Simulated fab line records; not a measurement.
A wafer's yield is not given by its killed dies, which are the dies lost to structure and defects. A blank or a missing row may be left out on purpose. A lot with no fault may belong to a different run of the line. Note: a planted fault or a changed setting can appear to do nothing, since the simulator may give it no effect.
What tool caused it? ; flow gf180mcu ; 14 lots, 42 wafers sampled, at 4 steps of a route of 602

## WHAT EACH GAUGE READ, for each wafer
GF_STI_THK_MEAS_04. Usual: for STI_CVD_03_THK the level is 206.2 nm and the standard deviation is 2.4.
lot;measured;on;STI_CVD_03_THK (nm);flag
L303;day 1 15:41;film metro-02;204.7 204.4 202.8;
L304;day 1 19:47;film metro-01;208.0 206.2 206.5;
L305;day 2 03:51;film metro-03;205.3 207.4 205.9;
L306;day 2 10:46;film metro-03;210.8 210.1 209.3;
L307;day 2 10:47;film metro-01;207.7 207.0 206.6;
L308;day 2 16:25;film metro-01;206.8 209.7 209.9;
L310;day 3 00:34;film metro-03;209.3 207.4 210.5;
L317;day 4 11:34;film metro-01;203.2 203.5 206.3;
L319;day 4 21:58;film metro-03;206.6 205.3 206.4;
L321;day 5 08:34;film metro-02;205.4 206.9 206.2;
L322;day 5 12:34;film metro-02;208.1 209.0 210.8;
L323;day 5 17:34;film metro-02;206.2 206.9 205.9;
L324;day 5 23:16;film metro-03;204.9 206.0 204.7;
L325;day 6 05:32;film metro-03;202.6 202.0 203.7;

GF_MVSD_OVL_MEAS_07. Usual: for MVSD_OVL the level is 0.8 nm and the standard deviation is 1.2.
lot;measured;on;MVSD_OVL (nm);flag
L303;day 4 20:49;overlay-02;2.1 1.3 2.9;
L304;day 4 21:23;overlay-01;1.8 0.5 1.8;
L305;day 5 03:19;overlay-01;0.8 2.4 1.7;
L306;day 5 13:01;overlay-01;0.6 -0.7 0.9;
L307;day 5 13:46;overlay-02;0.5 1.8 1.8;
L308;day 5 21:16;overlay-01;0.3 -0.5 0.2;
L310;day 6 07:38;overlay-02;0.6 0.4 -0.2;
L317;day 7 23:04;overlay-02;1.5 0.2 0.9;
L319;day 8 10:08;overlay-01;-0.2 1.6 1.3;
L321;day 8 22:28;overlay-01;-0.3 2.5 1.7;
L322;day 9 03:25;overlay-01;0.9 1.0 0.2;
L323;day 9 10:16;overlay-02;1.6 1.4 -1.0;
L324;day 9 14:49;overlay-02;1.7 1.0 1.8;
L325;day 9 22:34;overlay-02;0.5 -1.0 -2.2;

GF_MVSD_TW_MEAS_11. Usual: for MVSD_TW the level is 1584 and the standard deviation is 14.
lot;measured;on;MVSD_TW;flag
L303;day 4 21:16;film metro-01;1579 1568 1569;
L304;day 4 21:50;film metro-04;1610 1591 1589;
L305;day 5 03:46;film metro-01;1568 1552 1567;
L306;day 5 13:28;film metro-04;1584 1587 1584;
L307;day 5 14:13;film metro-03;1588 1602 1600;
L308;day 5 21:43;film metro-01;1586 1584 1572;
L310;day 6 08:04;film metro-04;1602 1590 1591;
L317;day 7 23:31;film metro-01;1578 1562 1560;
L319;day 8 10:35;film metro-03;1594 1605 1597;
L321;day 8 22:55;film metro-04;1585 1589 1584;
L322;day 9 03:52;film metro-03;1606 1598 1600;
L323;day 9 10:42;film metro-04;1589 1591 1593;
L324;day 9 15:15;film metro-03;1601 1598 1597;
L325;day 9 23:01;film metro-01;1581 1581 1577;

## EACH LOT AND THE TOOL THAT RAN IT (in order: tool; ch and the chambers of the sampled wafers; start)
lot;GF_DNWELL_IMPLANT_07
L303;implanter-02 ch 0, day 3 02:59
L304;implanter-01 ch 0, day 3 03:23
L305;implanter-02 ch 0, day 3 08:19
L306;implanter-01 ch 0, day 3 17:04
L307;implanter-01 ch 0, day 3 18:18
L308;implanter-01 ch 0, day 4 00:43
L310;implanter-01 ch 0, day 4 10:08
L317;implanter-01 ch 0, day 5 22:11
L319;implanter-03 ch 0, day 6 08:33
L321;implanter-03 ch 0, day 6 20:02
L322;implanter-02 ch 0, day 7 00:02
L323;implanter-02 ch 0, day 7 06:04
L324;implanter-02 ch 0, day 7 10:43
L325;implanter-02 ch 0, day 7 17:15
- GF_DNWELL_IMPLANT_07

## AS READ BY THE TOOLS THEMSELVES (means over the sampled wafers that have a number; for cases with no such wafer, the mark the record gives instead)
GF_DNWELL_IMPLANT_07. Usual: beam energy keV 1500.1, standard deviation 0.45; beam on s 10.01 s, standard deviation 0.2.
lot;tool;beam energy keV;beam on s (s);flag
L303;implanter-02;1500.7;9.84;
L304;implanter-01;1499.9;9.91;
L305;implanter-02;1500.3;10.00;
L306;implanter-01;1499.7;10.13;
L307;implanter-01;1499.8;10.04;
L308;implanter-01;1500.0;10.04;
L310;implanter-01;1350.9;9.93;OFF
L317;implanter-01;1351.0;10.19;OFF
L319;implanter-03;1500.3;9.89;
L321;implanter-03;1499.6;10.18;
L322;implanter-02;1500.1;10.21;
L323;implanter-02;1499.9;9.99;
L324;implanter-02;1500.1;10.03;
L325;implanter-02;1500.3;10.10;

## THE ANSWER, worked out from the rows above alone
Rule: lot off if the mean of its wafers having a number is beyond 3 standard deviations from the usual mean. Also off: a lot with no number at a reading for which 4 or more lots have one. The other lots that the step has rows for count as sound. First the gauges in route order, then the tools' own readings, where a lot's mean is used as printed above. The first step at which some lot is off is used, and at that step the reading that is off furthest; a lot without a number counts as furthest.
Off: L310, L317 (GF_DNWELL_IMPLANT_07, beam energy keV).
A tool fits if, at that step or a process step before it, it ran every lot that is off, and no sound lot after the first of them. One fits: implanter-01 at GF_DNWELL_IMPLANT_07. A fault onset in the window from L308 (day 4 00:43, its last sound lot) to L310 (day 4 10:08, its first lot off) fits.
On the lots that are off, the tool's own readings at GF_DNWELL_IMPLANT_07 differ by more than 5 times the standard deviation of the sound lots' means, which bears it out; beam energy keV reads 1351.0 there versus 1500.1 on the sound lots.

## WHAT WAS PUT IN BY THE SIMULATOR
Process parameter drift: implanter-01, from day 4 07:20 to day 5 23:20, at GF_DNWELL_IMPLANT_07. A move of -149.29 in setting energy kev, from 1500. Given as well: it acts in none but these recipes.
Struck lots among those shown: L310, L317. The rule above found the same.
